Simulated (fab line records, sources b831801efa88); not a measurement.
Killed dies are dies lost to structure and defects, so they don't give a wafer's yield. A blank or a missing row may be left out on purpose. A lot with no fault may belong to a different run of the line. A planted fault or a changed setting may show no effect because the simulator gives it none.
The tool behind it: which one? || flow sky130 || 14 lots, 42 wafers sampled, at 7 steps of a route of 708

WHAT EACH GAUGE READ, for each wafer
SKY_VIA3_THK_MEAS_23: measures by xrf. Usual: VIA3_W_THK typically reads 388 nm, with standard deviation 6.8.
{"lot": "L836", "measured": "day 39 07:56", "on": "film metro-03", "VIA3_W_THK (nm)": "389 376 392", "flag": ""}
{"lot": "L838", "measured": "day 40 05:35", "on": "film metro-04", "VIA3_W_THK (nm)": "375 386 391", "flag": ""}
{"lot": "L840", "measured": "day 40 13:13", "on": "film metro-04", "VIA3_W_THK (nm)": "386 382 385", "flag": ""}
{"lot": "L842", "measured": "day 41 02:02", "on": "film metro-04", "VIA3_W_THK (nm)": "385 389 387", "flag": ""}
{"lot": "L846", "measured": "day 42 09:23", "on": "film metro-04", "VIA3_W_THK (nm)": "388 385 387", "flag": ""}
{"lot": "L850", "measured": "day 43 12:43", "on": "film metro-01", "VIA3_W_THK (nm)": "383 384 383", "flag": ""}
{"lot": "L851", "measured": "day 44 23:46", "on": "film metro-01", "VIA3_W_THK (nm)": "395 392 393", "flag": ""}
{"lot": "L852", "measured": "day 45 02:50", "on": "film metro-04", "VIA3_W_THK (nm)": "387 393 377", "flag": ""}
{"lot": "L855", "measured": "day 45 07:28", "on": "film metro-04", "VIA3_W_THK (nm)": "389 398 383", "flag": ""}
{"lot": "L853", "measured": "day 45 09:07", "on": "film metro-03", "VIA3_W_THK (nm)": "391 377 394", "flag": ""}
{"lot": "L856", "measured": "day 45 09:25", "on": "film metro-04", "VIA3_W_THK (nm)": "391 395 397", "flag": ""}
{"lot": "L857", "measured": "day 45 10:20", "on": "film metro-04", "VIA3_W_THK (nm)": "386 393 396", "flag": ""}
{"lot": "L858", "measured": "day 45 13:41", "on": "film metro-03", "VIA3_W_THK (nm)": "390 388 391", "flag": ""}
{"lot": "L859", "measured": "day 45 19:31", "on": "film metro-03", "VIA3_W_THK (nm)": "387 384 391", "flag": ""}

SKY_METAL5_RS_MEAS_05: a four-point-probe measurement. Usual: METAL5_ALCU_RS typically reads 0.0271 ohm/sq, with standard deviation 0.00031.
{"lot": "L836", "measured": "day 42 11:55", "on": "film metro-02", "METAL5_ALCU_RS (ohm/sq)": "0.0274 0.0278 0.0279", "flag": ""}
{"lot": "L838", "measured": "day 43 06:58", "on": "film metro-04", "METAL5_ALCU_RS (ohm/sq)": "0.0269 0.0268 0.0273", "flag": ""}
{"lot": "L840", "measured": "day 43 17:19", "on": "film metro-04", "METAL5_ALCU_RS (ohm/sq)": "0.0266 0.0269 0.0268", "flag": ""}
{"lot": "L842", "measured": "day 44 01:53", "on": "film metro-01", "METAL5_ALCU_RS (ohm/sq)": "0.0194 0.0196 0.0193 0.0194 0.0196 0.0194", "flag": "OFF"}
{"lot": "L846", "measured": "day 45 08:04", "on": "film metro-04", "METAL5_ALCU_RS (ohm/sq)": "0.0195 0.0198 0.0195 0.0194 0.0198 0.0195", "flag": "OFF"}
{"lot": "L850", "measured": "day 46 08:47", "on": "film metro-04", "METAL5_ALCU_RS (ohm/sq)": "0.0273 0.0271 0.0272", "flag": ""}
{"lot": "L851", "measured": "day 47 17:07", "on": "film metro-02", "METAL5_ALCU_RS (ohm/sq)": "0.0269 0.0268 0.0269", "flag": ""}
{"lot": "L852", "measured": "day 47 18:22", "on": "film metro-01", "METAL5_ALCU_RS (ohm/sq)": "0.0266 0.0267 0.0268", "flag": ""}
{"lot": "L855", "measured": "day 47 22:22", "on": "film metro-02", "METAL5_ALCU_RS (ohm/sq)": "0.0267 0.0263 0.0266", "flag": ""}
{"lot": "L853", "measured": "day 48 00:58", "on": "film metro-04", "METAL5_ALCU_RS (ohm/sq)": "0.0268 0.0271 0.0268", "flag": ""}
{"lot": "L856", "measured": "day 48 01:15", "on": "film metro-02", "METAL5_ALCU_RS (ohm/sq)": "0.0274 0.0275 0.0271", "flag": ""}
{"lot": "L857", "measured": "day 48 01:21", "on": "film metro-01", "METAL5_ALCU_RS (ohm/sq)": "0.0273 0.0274 0.0272", "flag": ""}
{"lot": "L858", "measured": "day 48 06:01", "on": "film metro-04", "METAL5_ALCU_RS (ohm/sq)": "0.0269 0.0272 0.0271", "flag": ""}
{"lot": "L859", "measured": "day 48 11:13", "on": "film metro-02", "METAL5_ALCU_RS (ohm/sq)": "0.0270 0.0268 0.0265", "flag": ""}

SKY_METAL5_THK_MEAS_06: measures by xrf. Usual: METAL5_ALCU_THK typically reads 1171 nm, with standard deviation 15.
{"lot": "L836", "measured": "day 42 12:02", "on": "film metro-02", "METAL5_ALCU_THK (nm)": "1156 1134 1122", "flag": ""}
{"lot": "L838", "measured": "day 43 07:05", "on": "film metro-04", "METAL5_ALCU_THK (nm)": "1171 1184 1155", "flag": ""}
{"lot": "L840", "measured": "day 43 17:25", "on": "film metro-04", "METAL5_ALCU_THK (nm)": "1189 1171 1176", "flag": ""}
{"lot": "L842", "measured": "day 44 04:55", "on": "film metro-01", "METAL5_ALCU_THK (nm)": "1646 1619 1651 1637 1614 1646", "flag": "OFF"}
{"lot": "L846", "measured": "day 45 10:20", "on": "film metro-04", "METAL5_ALCU_THK (nm)": "1641 1603 1623 1637 1605 1640", "flag": "OFF"}
{"lot": "L850", "measured": "day 46 08:54", "on": "film metro-04", "METAL5_ALCU_THK (nm)": "1156 1165 1157", "flag": ""}
{"lot": "L851", "measured": "day 47 17:14", "on": "film metro-02", "METAL5_ALCU_THK (nm)": "1183 1183 1179", "flag": ""}
{"lot": "L852", "measured": "day 47 18:28", "on": "film metro-01", "METAL5_ALCU_THK (nm)": "1190 1190 1182", "flag": ""}
{"lot": "L855", "measured": "day 47 22:29", "on": "film metro-02", "METAL5_ALCU_THK (nm)": "1185 1209 1191", "flag": ""}
{"lot": "L853", "measured": "day 48 01:05", "on": "film metro-04", "METAL5_ALCU_THK (nm)": "1188 1167 1189", "flag": ""}
{"lot": "L856", "measured": "day 48 01:22", "on": "film metro-02", "METAL5_ALCU_THK (nm)": "1149 1150 1170", "flag": ""}
{"lot": "L857", "measured": "day 48 01:28", "on": "film metro-01", "METAL5_ALCU_THK (nm)": "1169 1147 1162", "flag": ""}
{"lot": "L858", "measured": "day 48 06:07", "on": "film metro-04", "METAL5_ALCU_THK (nm)": "1182 1178 1177", "flag": ""}
{"lot": "L859", "measured": "day 48 11:20", "on": "film metro-02", "METAL5_ALCU_THK (nm)": "1174 1177 1194", "flag": ""}

SKY_PASSIVATION_THK_MEAS_01. Usual: PASSIVATION_CVD_00_THK typically reads 90.2 nm, with standard deviation 1.8.
{"lot": "L836", "measured": "day 43 10:50", "on": "film metro-01", "PASSIVATION_CVD_00_THK (nm)": "91.8 92.4 89.5", "flag": ""}
{"lot": "L838", "measured": "day 44 05:05", "on": "film metro-01", "PASSIVATION_CVD_00_THK (nm)": "91.7 89.2 89.0", "flag": ""}
{"lot": "L840", "measured": "day 44 15:55", "on": "film metro-01", "PASSIVATION_CVD_00_THK (nm)": "88.1 91.0 87.2", "flag": ""}
{"lot": "L850", "measured": "day 47 06:05", "on": "film metro-03", "PASSIVATION_CVD_00_THK (nm)": "90.1 87.6 91.2", "flag": ""}
{"lot": "L851", "measured": "day 48 12:14", "on": "film metro-04", "PASSIVATION_CVD_00_THK (nm)": "90.2 93.1 92.2", "flag": ""}
{"lot": "L852", "measured": "day 48 13:51", "on": "film metro-04", "PASSIVATION_CVD_00_THK (nm)": "91.6 91.6 91.9", "flag": ""}
{"lot": "L855", "measured": "day 48 17:55", "on": "film metro-04", "PASSIVATION_CVD_00_THK (nm)": "85.9 89.0 87.8", "flag": ""}
{"lot": "L853", "measured": "day 48 19:27", "on": "film metro-03", "PASSIVATION_CVD_00_THK (nm)": "91.0 92.8 91.8", "flag": ""}
{"lot": "L856", "measured": "day 48 19:46", "on": "film metro-04", "PASSIVATION_CVD_00_THK (nm)": "91.3 91.3 91.6", "flag": ""}
{"lot": "L857", "measured": "day 48 20:25", "on": "film metro-01", "PASSIVATION_CVD_00_THK (nm)": "87.5 89.2 88.5", "flag": ""}
{"lot": "L858", "measured": "day 49 01:19", "on": "film metro-04", "PASSIVATION_CVD_00_THK (nm)": "91.1 90.3 91.6", "flag": ""}
{"lot": "L859", "measured": "day 49 05:44", "on": "film metro-01", "PASSIVATION_CVD_00_THK (nm)": "88.3 90.1 90.8", "flag": ""}

TOOL THAT RAN EACH LOT (tool first, then ch and the chambers of the sampled wafers, then the start)
{"lot": "L836", "SKY_METAL5_SPUTTER_02": "pvd sputter-02, day 42 11:49", "SKY_METAL5_SPUTTER_03": "pvd sputter-02, day 42 11:52", "SKY_METAL5_METAL_ETCH_15": "rie metal-03 ch 0,1, day 43 09:59"}
{"lot": "L838", "SKY_METAL5_SPUTTER_02": "pvd sputter-04, day 43 06:49", "SKY_METAL5_SPUTTER_03": "pvd sputter-04, day 43 06:52", "SKY_METAL5_METAL_ETCH_15": "rie metal-03 ch 0,1, day 44 04:14"}
{"lot": "L840", "SKY_METAL5_SPUTTER_02": "pvd sputter-04, day 43 17:10", "SKY_METAL5_SPUTTER_03": "pvd sputter-04, day 43 17:13", "SKY_METAL5_METAL_ETCH_15": "rie metal-03 ch 0,1, day 44 15:07"}
{"lot": "L842", "SKY_METAL5_SPUTTER_02": "pvd sputter-04, day 44 01:43", "SKY_METAL5_SPUTTER_03": "pvd sputter-04, day 44 01:46", "SKY_METAL5_METAL_ETCH_15": "rie metal-04 ch 0,1, day 44 23:58"}
{"lot": "L846", "SKY_METAL5_SPUTTER_02": "pvd sputter-04, day 45 07:55", "SKY_METAL5_SPUTTER_03": "pvd sputter-04, day 45 07:58", "SKY_METAL5_METAL_ETCH_15": "rie metal-01 ch 0,1, day 46 04:40"}
{"lot": "L850", "SKY_METAL5_SPUTTER_02": "pvd sputter-03, day 46 08:40", "SKY_METAL5_SPUTTER_03": "pvd sputter-03, day 46 08:43", "SKY_METAL5_METAL_ETCH_15": "rie metal-01 ch 0,1, day 47 05:11"}
{"lot": "L851", "SKY_METAL5_SPUTTER_02": "pvd sputter-03, day 47 16:59", "SKY_METAL5_SPUTTER_03": "pvd sputter-03, day 47 17:02", "SKY_METAL5_METAL_ETCH_15": "rie metal-04 ch 0,1, day 48 11:21"}
{"lot": "L852", "SKY_METAL5_SPUTTER_02": "pvd sputter-04, day 47 18:13", "SKY_METAL5_SPUTTER_03": "pvd sputter-04, day 47 18:16", "SKY_METAL5_METAL_ETCH_15": "rie metal-04 ch 0,1, day 48 13:01"}
{"lot": "L855", "SKY_METAL5_SPUTTER_02": "pvd sputter-04, day 47 22:15", "SKY_METAL5_SPUTTER_03": "pvd sputter-04, day 47 22:18", "SKY_METAL5_METAL_ETCH_15": "rie metal-01 ch 0,1, day 48 17:02"}
{"lot": "L853", "SKY_METAL5_SPUTTER_02": "pvd sputter-03, day 48 00:51", "SKY_METAL5_SPUTTER_03": "pvd sputter-03, day 48 00:54", "SKY_METAL5_METAL_ETCH_15": "rie metal-01 ch 0,1, day 48 18:35"}
{"lot": "L856", "SKY_METAL5_SPUTTER_02": "pvd sputter-02, day 48 01:07", "SKY_METAL5_SPUTTER_03": "pvd sputter-02, day 48 01:10", "SKY_METAL5_METAL_ETCH_15": "rie metal-04 ch 0,1, day 48 18:54"}
{"lot": "L857", "SKY_METAL5_SPUTTER_02": "pvd sputter-04, day 48 01:13", "SKY_METAL5_SPUTTER_03": "pvd sputter-04, day 48 01:16", "SKY_METAL5_METAL_ETCH_15": "rie metal-01 ch 0, day 48 19:33"}
{"lot": "L858", "SKY_METAL5_SPUTTER_02": "pvd sputter-04, day 48 05:52", "SKY_METAL5_SPUTTER_03": "pvd sputter-04, day 48 05:55", "SKY_METAL5_METAL_ETCH_15": "rie metal-01 ch 0, day 49 00:23"}
{"lot": "L859", "SKY_METAL5_SPUTTER_02": "pvd sputter-04, day 48 11:05", "SKY_METAL5_SPUTTER_03": "pvd sputter-04, day 48 11:08", "SKY_METAL5_METAL_ETCH_15": "rie metal-04 ch 0,1, day 49 04:48"}
- SKY_METAL5_SPUTTER_02: material AlCu, target thk 1150 nm, time 61.2 s.
- SKY_METAL5_SPUTTER_03: material Ti, target thk 5 nm, time 3.3 s.
- SKY_METAL5_METAL_ETCH_15: etches the open film in Cl2/BCl3, stops on SiO2, target depth 1260 nm, time 252 s.

WHAT THE TOOLS THEMSELVES READ (means of the sampled wafers that have a number; where no wafer has one, the mark that the record gives instead)
SKY_METAL5_SPUTTER_02. Usual: throttle valve pct reads 29.7 % (standard deviation 1.2).
{"lot": "L836", "tool": "pvd sputter-02", "throttle valve pct (%)": 30.6, "flag": ""}
{"lot": "L838", "tool": "pvd sputter-04", "throttle valve pct (%)": 29.3, "flag": ""}
{"lot": "L840", "tool": "pvd sputter-04", "throttle valve pct (%)": 28.5, "flag": ""}
{"lot": "L842", "tool": "pvd sputter-04", "throttle valve pct (%)": 31.0, "flag": ""}
{"lot": "L846", "tool": "pvd sputter-04", "throttle valve pct (%)": 30.1, "flag": ""}
{"lot": "L850", "tool": "pvd sputter-03", "throttle valve pct (%)": 28.5, "flag": ""}
{"lot": "L851", "tool": "pvd sputter-03", "throttle valve pct (%)": 29.8, "flag": ""}
{"lot": "L852", "tool": "pvd sputter-04", "throttle valve pct (%)": 28.4, "flag": ""}
{"lot": "L855", "tool": "pvd sputter-04", "throttle valve pct (%)": 29.5, "flag": ""}
{"lot": "L853", "tool": "pvd sputter-03", "throttle valve pct (%)": 29.1, "flag": ""}
{"lot": "L856", "tool": "pvd sputter-02", "throttle valve pct (%)": 30.2, "flag": ""}
{"lot": "L857", "tool": "pvd sputter-04", "throttle valve pct (%)": 29.3, "flag": ""}
{"lot": "L858", "tool": "pvd sputter-04", "throttle valve pct (%)": 29.2, "flag": ""}
{"lot": "L859", "tool": "pvd sputter-04", "throttle valve pct (%)": 28.6, "flag": ""}

SKY_METAL5_SPUTTER_03. Usual: throttle valve pct reads 29.7 % (standard deviation 1.2).
{"lot": "L836", "tool": "pvd sputter-02", "throttle valve pct (%)": 30.8, "flag": ""}
{"lot": "L838", "tool": "pvd sputter-04", "throttle valve pct (%)": 29.3, "flag": ""}
{"lot": "L840", "tool": "pvd sputter-04", "throttle valve pct (%)": 28.4, "flag": ""}
{"lot": "L842", "tool": "pvd sputter-04", "throttle valve pct (%)": 31.1, "flag": ""}
{"lot": "L846", "tool": "pvd sputter-04", "throttle valve pct (%)": 30.1, "flag": ""}
{"lot": "L850", "tool": "pvd sputter-03", "throttle valve pct (%)": 28.5, "flag": ""}
{"lot": "L851", "tool": "pvd sputter-03", "throttle valve pct (%)": 29.8, "flag": ""}
{"lot": "L852", "tool": "pvd sputter-04", "throttle valve pct (%)": 28.6, "flag": ""}
{"lot": "L855", "tool": "pvd sputter-04", "throttle valve pct (%)": 29.3, "flag": ""}
{"lot": "L853", "tool": "pvd sputter-03", "throttle valve pct (%)": 29.1, "flag": ""}
{"lot": "L856", "tool": "pvd sputter-02", "throttle valve pct (%)": 30.1, "flag": ""}
{"lot": "L857", "tool": "pvd sputter-04", "throttle valve pct (%)": 29.4, "flag": ""}
{"lot": "L858", "tool": "pvd sputter-04", "throttle valve pct (%)": 29.3, "flag": ""}
{"lot": "L859", "tool": "pvd sputter-04", "throttle valve pct (%)": 28.5, "flag": ""}

SKY_METAL5_METAL_ETCH_15. Usual: drypump motor current A 5.9 A, standard deviation 0.47; oes product au 0.895 a.u., standard deviation 0.0057; throttle valve pct 22.263 %, standard deviation 0.0093.
{"lot": "L836", "tool": "rie metal-03", "drypump motor current A (A)": 6.2, "oes product au (a.u.)": 0.894, "throttle valve pct (%)": 22.260, "flag": ""}
{"lot": "L838", "tool": "rie metal-03", "drypump motor current A (A)": 6.2, "oes product au (a.u.)": 0.892, "throttle valve pct (%)": 22.266, "flag": ""}
{"lot": "L840", "tool": "rie metal-03", "drypump motor current A (A)": 6.1, "oes product au (a.u.)": 0.898, "throttle valve pct (%)": 22.257, "flag": ""}
{"lot": "L842", "tool": "rie metal-04", "drypump motor current A (A)": 5.8, "oes product au (a.u.)": 1.009, "throttle valve pct (%)": 22.260, "flag": "OFF"}
{"lot": "L846", "tool": "rie metal-01", "drypump motor current A (A)": 5.9, "oes product au (a.u.)": 1.009, "throttle valve pct (%)": 22.264, "flag": "OFF"}
{"lot": "L850", "tool": "rie metal-01", "drypump motor current A (A)": 5.9, "oes product au (a.u.)": 0.890, "throttle valve pct (%)": 22.250, "flag": ""}
{"lot": "L851", "tool": "rie metal-04", "drypump motor current A (A)": 5.9, "oes product au (a.u.)": 0.896, "throttle valve pct (%)": 22.263, "flag": ""}
{"lot": "L852", "tool": "rie metal-04", "drypump motor current A (A)": 5.8, "oes product au (a.u.)": 0.893, "throttle valve pct (%)": 22.268, "flag": ""}
{"lot": "L855", "tool": "rie metal-01", "drypump motor current A (A)": 5.4, "oes product au (a.u.)": 0.894, "throttle valve pct (%)": 22.270, "flag": ""}
{"lot": "L853", "tool": "rie metal-01", "drypump motor current A (A)": 5.4, "oes product au (a.u.)": 0.890, "throttle valve pct (%)": 22.258, "flag": ""}
{"lot": "L856", "tool": "rie metal-04", "drypump motor current A (A)": 5.8, "oes product au (a.u.)": 0.897, "throttle valve pct (%)": 22.267, "flag": ""}
{"lot": "L857", "tool": "rie metal-01", "drypump motor current A (A)": 6.4, "oes product au (a.u.)": 0.888, "throttle valve pct (%)": 22.262, "flag": ""}
{"lot": "L858", "tool": "rie metal-01", "drypump motor current A (A)": 6.3, "oes product au (a.u.)": 0.890, "throttle valve pct (%)": 22.255, "flag": ""}
{"lot": "L859", "tool": "rie metal-04", "drypump motor current A (A)": 5.9, "oes product au (a.u.)": 0.897, "throttle valve pct (%)": 22.260, "flag": ""}

THE ANSWER, worked out from the rows above alone
Rule: lot off if the mean of its wafers having a number is beyond 3 standard deviations from the usual mean. A lot without any number at a reading at which 4 lots or more have one is off too. All remaining lots with rows at the step are treated as sound. After the gauges, taken in route order, come the tools' own readings; for these a lot's mean is taken, as printed above. At the first step where some lot is off, the reading lying furthest off is the one used; lots without a number count as furthest.
Off: at SKY_METAL5_RS_MEAS_05 (METAL5_ALCU_RS), L842, L846.
If a tool, at a process step before that reading, ran all the lots that are off and no sound lot after the first of them, it fits. Not tried: the gauges at SKY_METAL5_RS_MEAS_05; whatever is off there is also off at SKY_METAL5_METAL_ETCH_15, on other tools, and gauge error can't account for it. No candidate that was tried fits.

WHAT WAS PUT IN BY THE SIMULATOR
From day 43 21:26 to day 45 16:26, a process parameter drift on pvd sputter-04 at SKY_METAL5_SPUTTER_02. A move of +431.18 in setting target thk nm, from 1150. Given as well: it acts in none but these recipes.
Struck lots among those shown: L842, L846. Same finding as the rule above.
